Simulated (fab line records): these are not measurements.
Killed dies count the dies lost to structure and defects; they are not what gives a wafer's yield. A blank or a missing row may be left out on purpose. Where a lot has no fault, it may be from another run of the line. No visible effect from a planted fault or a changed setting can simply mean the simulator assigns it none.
Comparing a struck lot with a sound one | flow sky130 | 18 steps out of a route of 708
Sound: wafers L322.2, L322.3, L322.5. Struck: wafer L331.4; the same lot's L331.3 was not struck, so it is left out; see the end for the cause.
Order at every step that has rows: each side's tool, ch and its chambers, its first start. Under that, the readings that differ: sound wafers | struck wafers | difference of the means | sigmas: that difference in standard deviations of wafers without a fault.
alike: a reading whose means differ by less than 2 such deviations, as well as words and numbers matching on both sides. not compared: withheld readings; readings where some wafer has no value; bounds like >300 that might hide an equal value; numbers whose values overlap and for which the record gives no deviation.
Wherever a step has rows on one side only, a row that says differs or no value, or a row with sigmas, the two part there. Numbers that have no deviation but don't overlap get no sigmas and don't part them. Lack of a reading on every wafer of one side parts them only where that side has two or more wafers.

first, 3 steps without rows for these wafers: SKY_SONOS_ONO_WET_ETCH_18 (etches Si3N4 in H3PO4, target depth 15 nm, time 172 s); SKY_GATE_OXIDE_CLEAN_00 (cleans in SC1/SC2, time 150 s); SKY_GATE_OXIDE_OXIDATION_01 (stabilise 600 s, purge 300 s, target thk 10.268 nm).
SKY_GATE_OXIDE_THK_MEAS_02:
  sound on filmMetro-01, day 11 05:17; struck on filmMetro-03, day 16 09:46
  alike: GATE_OXIDE_OXIDATION_00_THK
then, 7 steps without rows for these wafers: SKY_GATE_OXIDE_DEHYDRATE_03 (time 60 s); SKY_GATE_OXIDE_HMDS_04 (prime time 60 s); SKY_GATE_OXIDE_COAT_05 (resist thk 1140 nm); SKY_GATE_OXIDE_SOFTBAKE_06 (time 60 s); SKY_GATE_OXIDE_EXPOSE_07 (exposes mask LVOM, target cd 600 nm); SKY_GATE_OXIDE_PEB_08; SKY_GATE_OXIDE_DEVELOP_09 (develop time 60 s).
SKY_GATE_OXIDE_OVL_MEAS_10:
  sound on overlay-01, day 12 06:28; struck on overlay-02, day 17 13:04
reading             | sound          | struck | difference | sigmas
GATE_OXIDE_OVL (nm) | -1.6 -2.6 -2.8 | 2.2    | +4.5       | +3
SKY_GATE_OXIDE_IMPLANT_11:
  sound on implanter-04 ch 0, day 12 06:31; struck on implanter-04 ch 0, day 17 13:09
reading          | sound             | struck | difference | sigmas
beamOnS (s)      | 10.14 10.19 10.22 | 11.10  | +0.92      | +4
faradayCurrentUA | 14.4 14.3 14.3    | 13.2   | -1.1       | -4
  alike: doseIonsCm2, endStationPressureTorr
then, 1 step without rows for these wafers: SKY_GATE_OXIDE_WET_ETCH_12 (etches SiO2 in dHF, target depth 16.8 nm, time 336 s).
SKY_GATE_OXIDE_STRIP_13: strips in O2/N2.
  sound on plasmaAsher-02 ch 0,1, day 12 06:44; struck on plasmaAsher-01 ch 0, day 17 13:23
reading                  | sound             | struck | difference | sigmas
drypumpMotorCurrentA (A) | 6.3 6.3 6.4       | 5.4    | -0.9       | -2
n2FlowSccm (sccm)        | 301.9 301.2 300.5 | 297.7  | -3.5       | -4
stripTimeToEndpointS (s) | 14.18 14.13 14.13 | 14.22  | +0.07      | +2
  alike: o2FlowSccm, oesProductAu
  not compared: rfHoursCounterH
SKY_GATE_OXIDE_TW_MEAS_14:
  sound on filmMetro-01, day 12 06:51; struck on filmMetro-02, day 17 13:29
reading       | sound             | struck | difference | sigmas
GATE_OXIDE_TW | 223.6 224.8 223.9 | 234.9  | +10.8      | +5
then, 2 steps without rows for these wafers: SKY_GATE_OXIDE_CLEAN_15 (cleans in SC1/SC2, time 150 s); SKY_PAD_OPEN_PROBE_99.

== WHERE THEY PART ==
Last at SKY_GATE_OXIDE_TW_MEAS_14 as far as this record goes, first at SKY_GATE_OXIDE_OVL_MEAS_10.

WHY: what the simulator had put in
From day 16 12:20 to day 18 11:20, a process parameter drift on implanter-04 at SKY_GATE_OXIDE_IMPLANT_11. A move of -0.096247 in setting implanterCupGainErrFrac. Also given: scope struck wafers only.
